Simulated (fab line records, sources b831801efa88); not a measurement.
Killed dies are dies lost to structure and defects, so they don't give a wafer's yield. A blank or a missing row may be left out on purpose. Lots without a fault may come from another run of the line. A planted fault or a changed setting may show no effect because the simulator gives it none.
fab line records | flow sky130
record lots=5 wafers=15 last_day=50
route steps=708 shown METAL3@570 VIA3@573 PAD_OPEN@708
lots that met no fault: from a run of the same line without faults
start_h: hours from the record's first day to the start of the lot's first wafer shown | wait_h: hours since the lot's step before | " the same as in the row above | L1.1+2: a row that stands for several wafers | - no value, or no start given | * or withheld: withheld | < > ~ a bound
route shown NAME@n: a module of which the file shows steps, and the number in the route of the first | usual: mean/standard deviation of fault-free wafers | same: alike in all rows | chamber/n: place in a boat | sites: the reading at each site | _std_site: their standard deviation | _edge_site: outer sites' mean less inner sites' | radius_mm: how far each site lies from the wafer's centre | mask NAME#n: copy n | behind: the tool/chamber that last shaped the wafer | hold: why the lot was held/for how many hours/how that ended | device: the transistor (n, p or np) that didn't switch | end of line: the same wafers' tests at the end of the route | a step without rows: its recipe alone | killed: dies lost to structure and defects at the first sort, not the wafer's yield | map: a wafer's dies, x killed, . not, _ none there
set.NAME: the setting as run; set.NAME@STEP: as run at that earlier step | model.NAME: the simulator's own value behind a step, which no gauge read
lots at some steps of the route; a table a step, a row a wafer
services: from which hour (start_h, from the record's first day; less than 0 if before it) a tool's chamber was out of use, for how many hours, and why
## steps
# step SKY_METAL3_STRIP_20
# recipe chemistry=post_etch_residue_remover time_s=1200 temp_c=72.5
# step SKY_METAL3_CLEAN_21
# recipe chemistry=IPA time_s=180 temp_c=25
# step SKY_METAL3_CLEAN_22
# recipe chemistry=O3/DIW dry=n2_spin
# step SKY_VIA3_HDPCVD_00
# recipe material=SiO2 target_thk_nm=1635 sigma_open_frac=0.3 time_s=272.5 temp_c=400 sih4_flow_sccm=60 pressure_mtorr=6
# step SKY_VIA3_THK_MEAS_01
# recipe reads=SiO2_of_VIA3_HDPCVD_00
# usual VIA3_HDPCVD_THK=1634/17
# columns lot.wafer tool chamber start_h wait_h VIA3_HDPCVD_THK[nm]
L574.1 film_metro-03 - 904.90 0.1 1671
L574.2 " - " " 1662
L574.6 " - " " 1669
L578.1 film_metro-04 - 934.91 0.1 1610
L578.3 " - " " 1611
L578.6 " - " " 1627
L593.3 film_metro-03 - 1043.55 0.1 1633
L593.5 " - " " 1637
L593.6 " - " " 1638
L594.1 film_metro-02 - 1050.45 0.1 1647
L594.2 " - " " 1643
L594.3 " - " " 1659
L595.1 film_metro-03 - 1057.48 0.1 1630
L595.3 " - " " 1656
L595.5 " - " " 1610
# step SKY_VIA3_CMP_02
# recipe material=SiO2 down_force_psi=4 platen_rpm=60 pad_velocity_m_s=0.94248
# usual motor_current_A=11.8/1
# columns lot.wafer tool chamber start_h wait_h motor_current_A
L574.2 cmp-01 2 905.06 0.1 11.3
L574.1 " 3 " " 13.6
L574.6 " 1 " " 10.3
L578.1 cmp-01 1 934.97 0.1 10.7
L578.3 " 3 " " 13.9
L578.6 " 2 " " 11.4
L593.3 cmp-02 1 1043.59 0.0 12.7
L593.5 " 1 " " 12.0
L593.6 " 2 " " 11.7
L594.2 cmp-02 2 1050.56 0.1 12.1
L594.3 " 3 " " 12.9
L594.1 " 0 " " 10.7
L595.3 cmp-01 3 1057.60 0.1 13.6
L595.1 " 0 " " 11.7
L595.5 " 3 " " 13.8
# step SKY_VIA3_BOW_MEAS_03
# recipe mode=bow
# usual VIA3_BOW=80/7.8
# columns lot.wafer tool chamber start_h wait_h VIA3_BOW[um]
L574.1 film_metro-02 - 905.26 0.1 72
L574.2 " - " " 85
L574.6 " - " " 81
L578.1 film_metro-04 - 935.27 0.2 91
L578.3 " - " " 81
L578.6 " - " " 84
L593.3 film_metro-02 - 1043.93 0.3 72
L593.5 " - " " 72
L593.6 " - " " 78
L594.1 film_metro-02 - 1050.81 0.1 75
L594.2 " - " " 74
L594.3 " - " " 85
L595.1 film_metro-03 - 1057.90 0.2 87
L595.3 " - " " 85
L595.5 " - " " 88
# step SKY_VIA3_DEHYDRATE_04
# recipe temp_c=200 time_s=60
# step SKY_VIA3_HMDS_05
# recipe prime_time_s=60 prime_temp_c=120
# step SKY_VIA3_COAT_06
# recipe resist=BARC temp_c=withheld time_s=withheld spin_rpm=3000 resist_thk_nm=60
# step SKY_VIA3_COAT_07
# recipe resist=KrF-thick spin_rpm=3000 resist_thk_nm=450
# step SKY_VIA3_SOFTBAKE_08
# recipe temp_c=100 time_s=90 resist=KrF-thick
# step SKY_VIA3_EXPOSE_09
# recipe mask_id=VIM3 na=0.8 source_shape=annular sigma_inner=0.55 sigma_outer=0.85 target_cd_nm=200 dose_mj=38
# columns lot.wafer tool chamber start_h wait_h mask
L574.1+2+6 krf_scanner-02 0 917.98 - VIM3#0
L578.1+3+6 krf_scanner-02 0 947.70 - VIM3#0
L593.3+5+6 krf_scanner-02 0 1055.03 - VIM3#0
L594.1+2+3 krf_scanner-01 0 1061.61 - VIM3#0
L595.1+3+5 krf_scanner-01 0 1069.08 - VIM3#0
# step SKY_VIA3_PEB_10
# recipe peb_temp_c=withheld peb_time_s=withheld resist=KrF-thick
# step SKY_VIA3_DEVELOP_11
# recipe develop_time_s=60 resist=KrF-thick dev_temp_c=21
# step SKY_VIA3_CD_MEAS_12
# recipe target_cd_nm=200
# usual cd_nm=200.1/1.8
# columns lot.wafer tool chamber start_h wait_h cd_nm
L574.1 cd_sem-01 - 929.85 - 199.4
L574.2 " - " " 199.6
L574.6 " - " " 198.6
L578.1 cd_sem-01 - 959.25 - 201.3
L578.3 " - " " 201.5
L578.6 " - " " 200.1
L593.3 cd_sem-01 - 1065.37 - 198.3
L593.5 " - " " 178.9
L593.6 " - " " 199.5
L594.1 cd_sem-01 - 1072.35 - 198.1
L594.2 " - " " 197.6
L594.3 " - " " 198.1
L595.1 cd_sem-01 - 1078.88 - 198.5
L595.3 " - " " 199.7
L595.5 " - " " 199.2
# step SKY_VIA3_OVL_MEAS_13
# usual VIA3_OVL=-1/6.9
# columns lot.wafer tool chamber start_h wait_h VIA3_OVL[nm]
L574.1 overlay-02 - 929.97 0.1 1
L574.2 " - " " -7
L574.6 " - " " 1
L578.1 overlay-01 - 959.37 0.1 3
L578.3 " - " " -7
L578.6 " - " " 8
L593.3 overlay-01 - 1065.47 0.1 -2
L593.5 " - " " 0
L593.6 " - " " -10
L594.1 overlay-02 - 1072.47 0.1 -2
L594.2 " - " " -9
L594.3 " - " " 4
L595.1 overlay-02 - 1079.00 0.1 -2
L595.3 " - " " -2
L595.5 " - " " -4
# step SKY_VIA3_ETCH_14
# recipe chemistry=N2/H2 target=BARC ion_energy_ev=200 source_w=500 bias_w=100 pressure_mtorr=30 n2_flow_sccm=100 h2_flow_sccm=200 stop_on=SiO2 time_s=45.9 target_depth_a=600
# usual bias_w=100.02/0.28 drypump_motor_current_A=5.6/0.49 oes_product_au=0.855/0.0048 throttle_valve_pct=13.224/0.0087
# columns lot.wafer tool chamber start_h wait_h bias_w drypump_motor_current_A oes_product_au rf_hours_counter_h throttle_valve_pct model.VIA3.cd_nm
L574.1 rie_diel-02 0 930.01 0.0 100.00 5.5 0.858 11 13.218 198.6
L574.2 " 3 " " 100.42 6.1 0.858 6 13.235 199.4
L574.6 " 0 " " 99.85 5.6 0.851 - 13.212 198
L578.1 rie_diel-01 3 959.41 0.0 100.23 5.8 0.855 13 13.217 200.6
L578.3 " 0 " " 100.32 4.9 0.854 27 13.229 200.7
L578.6 " 2 " " 99.46 4.8 0.861 - 13.220 199.1
L593.3 rie_diel-03 2 1065.49 0.0 99.88 5.7 0.849 10 13.229 198.3
L593.5 " 2 " " 100.13 5.7 0.847 - 13.250 179.2
L593.6 " 3 " " 99.80 4.8 0.847 - 13.223 199.9
L594.1 rie_diel-02 3 1072.51 0.0 99.76 6.1 0.849 11 13.226 197.5
L594.2 " 0 " " 99.68 5.6 0.855 14 13.238 197.3
L594.3 " 1 " " 100.04 5.2 0.853 18 13.235 198.4
L595.1 rie_diel-03 0 1079.04 0.0 99.58 6.1 0.859 16 13.207 198.8
L595.3 " 3 " " 100.21 4.7 0.856 25 13.213 199.2
L595.5 " 1 " " 99.88 5.8 0.863 - 13.228 198.8
# step SKY_VIA3_ETCH_15
# recipe target=SiO2 chemistry=C4F8/O2/Ar target_depth_nm=507 stop_on=TiN mask_material=KrF-thick source_w=1500 bias_w=1200 pressure_mtorr=40 c4f8_flow_sccm=withheld O2_flow_sccm=6 Ar_flow_sccm=300 time_s=78
# usual bias_w=1201/3.6 oes_product_au=0.946/0.0047
# columns lot.wafer tool chamber start_h wait_h bias_w oes_product_au rf_hours_counter_h model.VIA3.cd_nm
L574.1 rie_diel-02 0 930.05 0.0 1198 0.943 11 198.9
L574.2 " 3 " " 1199 0.949 6 198.5
L574.6 " 0 " " 1196 0.950 - 199.4
L578.1 rie_diel-01 3 959.45 0.0 1202 0.953 14 200.5
L578.3 " 0 " " 1203 0.956 27 199.9
L578.6 " 2 " " 1208 0.955 - 199.4
L593.3 rie_diel-03 2 1065.53 0.0 1203 0.947 10 197.8
L593.5 " 2 " " 1205 0.947 - 176.6
L593.6 " 3 " " 1193 0.958 - 197.7
L594.1 rie_diel-02 3 1072.55 0.0 1196 0.946 11 197.3
L594.2 " 0 " " 1206 0.947 14 199.3
L594.3 " 1 " " 1200 0.949 18 194.9
L595.1 rie_diel-03 0 1079.08 0.0 1199 0.949 16 198.3
L595.3 " 3 " " 1198 0.949 25 198.3
L595.5 " 1 " " 1199 0.943 - 199.8
# step SKY_VIA3_STRIP_16
# recipe chemistry=O2/N2 power_w=1400 pressure_mtorr=1500 platen_temp_c=withheld o2_flow_sccm=3000 n2_flow_sccm=300 overash_fraction=0.5
# usual drypump_motor_current_A=5.9/0.43 oes_product_au=0.402/0.005 strip_time_to_endpoint_s=4.130/0.026
# same overash_fraction=0.5
# columns lot.wafer tool chamber start_h wait_h drypump_motor_current_A oes_product_au rf_hours_counter_h strip_time_to_endpoint_s
L574.1 plasma_asher-02 0 930.11 0.0 6.0 0.396 50 4.142
L574.2 " 1 " " 6.0 0.401 50 4.101
L574.6 " 1 " " 6.0 0.396 - 4.124
L578.1 plasma_asher-03 1 959.51 0.0 5.9 0.397 22 4.147
L578.3 " 1 " " 5.9 0.397 - 4.130
L578.6 " 0 " " 6.5 0.397 - 4.119
L593.3 plasma_asher-01 1 1065.63 0.1 5.4 0.404 - 4.076
L593.5 " 0 " " 5.2 0.394 - 4.094
L593.6 " 1 " " 5.4 0.393 - 4.104
L594.1 plasma_asher-03 0 1072.61 0.0 6.5 0.397 33 4.080
L594.2 " 1 " " 5.9 0.404 33 4.121
L594.3 " 0 " " 6.5 0.396 - 4.138
L595.1 plasma_asher-01 0 1079.14 0.0 5.2 0.407 92 4.131
L595.3 " 1 " " 5.4 0.400 - 4.102
L595.5 " 0 " " 5.2 0.409 - 4.136
# step SKY_PAD_OPEN_PROBE_99
# columns lot.wafer tool chamber start_h wait_h model.etest.via3_chain.rc_ohm
L574.1 prober-02 - 1077.92 0.1 9.372
L574.2 prober-02 - 1077.97 0.1 9.607
L574.6 prober-02 - 1078.17 0.2 9.792
L578.1 prober-02 - 1102.36 0.1 9.852
L578.3 prober-02 - 1102.46 0.2 9.884
L578.6 prober-02 - 1102.61 0.2 9.906
L593.3 prober-01 - 1186.60 0.2 10.07
L593.5 prober-01 - 1186.70 0.2 12.5
L593.6 prober-01 - 1186.75 0.2 10.1
L594.1 prober-02 - 1193.20 0.1 10.11
L594.2 prober-02 - 1193.25 0.1 9.289
L594.3 prober-02 - 1193.30 0.2 9.874
L595.1 prober-01 - 1199.27 0.1 9.598
L595.3 prober-01 - 1199.37 0.2 9.751
L595.5 prober-01 - 1199.47 0.2 9.529
# killed by level:class
L574.1 CONTACT:geometric_particle:open=9 VIA1:geometric_particle:open=9 CONTACT:geometric_particle:short=8 VIA3:geometric_particle:open=7 METAL3:geometric_particle:short=6 FIELD_ISO:geometric_particle:short=4 POLY_GATE:geometric_particle:open=4 POLY_GATE:geometric_particle:short=4
L574.2 CONTACT:geometric_particle:open=11 VIA1:geometric_particle:open=7 VIA2:geometric_particle:open=7 LI_CONTACT:geometric_particle:open=6 FIELD_ISO:geometric_particle:open=5 CONTACT:geometric_particle:short=5 LI_CONTACT:geometric_particle:short=4 METAL1:geometric_particle:short=4
L574.6 VIA1:geometric_particle:open=10 LI_CONTACT:geometric_particle:open=9 METAL1:geometric_particle:short=8 VIA3:geometric_particle:open=7 CONTACT:geometric_particle:short=6 CONTACT:geometric_particle:open=6 VIA2:geometric_particle:open=6 METAL3:geometric_particle:short=5
L578.1 CONTACT:geometric_particle:open=10 VIA1:geometric_particle:open=10 VIA3:geometric_particle:open=9 LI_CONTACT:geometric_particle:open=6 CONTACT:geometric_particle:short=6 VIA2:geometric_particle:short=5 METAL1:geometric_particle:short=5 VIA2:geometric_particle:open=5
L578.3 CONTACT:geometric_particle:open=15 METAL1:geometric_particle:short=10 VIA1:geometric_particle:open=9 VIA1:geometric_particle:short=8 LI_CONTACT:geometric_particle:open=7 CONTACT:geometric_particle:short=7 METAL2:geometric_particle:short=6 VIA3:geometric_particle:open=6
L578.6 CONTACT:geometric_particle:open=11 VIA1:geometric_particle:open=11 METAL1:geometric_particle:short=7 VIA2:geometric_particle:open=7 VIA3:geometric_particle:open=7 LI_CONTACT:geometric_particle:open=6 LOCAL_INTERCONNECT:geometric_particle:short=5 VIA1:geometric_particle:short=5
L594.1 CONTACT:geometric_particle:open=15 VIA2:geometric_particle:open=13 LI_CONTACT:geometric_particle:open=6 VIA1:geometric_particle:open=6 METAL2:geometric_particle:short=5 CONTACT:geometric_particle:short=5 VIA2:geometric_particle:short=4 METAL1:geometric_particle:short=3
L594.2 CONTACT:geometric_particle:open=10 POLY_GATE:geometric_particle:open=8 VIA1:geometric_particle:short=7 VIA1:geometric_particle:open=7 METAL2:geometric_particle:short=7 CONTACT:geometric_particle:short=6 VIA2:geometric_particle:open=6 VIA3:geometric_particle:open=6
L594.3 VIA1:geometric_particle:open=13 VIA2:geometric_particle:open=11 CONTACT:geometric_particle:open=10 METAL2:geometric_particle:short=6 VIA2:geometric_particle:short=6 VIA3:geometric_particle:open=6 FIELD_ISO:geometric_particle:short=5 CONTACT:geometric_particle:short=4
L595.1 CONTACT:geometric_particle:open=10 VIA1:geometric_particle:open=10 VIA3:geometric_particle:open=8 POLY_GATE:geometric_particle:short=7 VIA2:geometric_particle:open=6 CONTACT:geometric_particle:short=6 FIELD_ISO:geometric_particle:short=4 FIELD_ISO:geometric_particle:open=4
L595.3 METAL1:geometric_particle:short=12 CONTACT:geometric_particle:open=11 VIA1:geometric_particle:open=8 LI_CONTACT:geometric_particle:open=7 METAL2:geometric_particle:short=5 FIELD_ISO:geometric_particle:short=4 POLY_GATE:geometric_particle:short=4 SPACER:geometric_particle:short=4
L595.5 CONTACT:geometric_particle:open=8 VIA3:geometric_particle:open=8 CONTACT:geometric_particle:short=7 VIA1:geometric_particle:open=7 METAL2:geometric_particle:short=7 VIA2:geometric_particle:open=7 LI_CONTACT:geometric_particle:open=6 METAL3:geometric_particle:short=6
## services
# columns tool chamber start_h hours kind
plasma_asher-01 - 893.25 1.5 repair
cmp-01 - 894.98 3.8 repair
krf_scanner-01 - 898.70 6.3 repair
plasma_asher-01 - 899.03 1.9 repair
rie_diel-03 - 899.05 14.6 pm
plasma_asher-01 - 906.18 2.8 pm
rie_diel-01 2 906.71 1.4 repair
cmp-02 - 909.80 1.5 repair
krf_scanner-01 - 911.71 3.6 pm
cmp-02 - 912.11 4.0 pm
rie_diel-03 3 917.58 10.7 repair
rie_diel-03 1 923.96 3.2 repair
rie_diel-03 - 925.28 1.8 repair
krf_scanner-02 - 932.64 2.4 repair
rie_diel-02 0 946.22 1.4 repair
rie_diel-02 0 950.05 39.6 repair
cmp-01 - 975.72 1.3 repair
krf_scanner-02 - 982.98 0.8 pm
krf_scanner-02 - 1001.33 1.0 pm
rie_diel-02 - 1013.74 1.7 repair
cmp-01 - 1015.34 5.2 pm
rie_diel-03 3 1026.82 2.6 repair
krf_scanner-02 - 1035.40 3.6 pm
krf_scanner-02 - 1052.70 1.3 pm
## key
first_sign step=SKY_VIA3_CD_MEAS_12 reading=cd_nm direction=down sigmas=12 usual=200.1 struck=178.9
effect none on later readings
model_effect step=SKY_VIA3_ETCH_14 value=VIA3.cd_nm without=199 struck=179.2
model_effect step=SKY_VIA3_ETCH_15 value=VIA3.cd_nm without=196.4 struck=176.6
model_effect step=SKY_PAD_OPEN_PROBE_99 value=etest.via3_chain.rc_ohm without=10.15 struck=12.5
met_at SKY_VIA3_EXPOSE_09
struck_wafers L593.5
sort_left_out L593.5
onset_between 947.70 1055.03
fault kind=process_parameter_drift tool=krf_scanner-02 chamber=- onset_h=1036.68 steps=SKY_VIA3_EXPOSE_09 channel=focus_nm offset=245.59 shape=step end_h=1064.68 scope=struck_wafers_only
# sort_left_out: the simulated sort isn't trusted on such a fault, so these wafers' sort isn't shown, and their yield isn't known
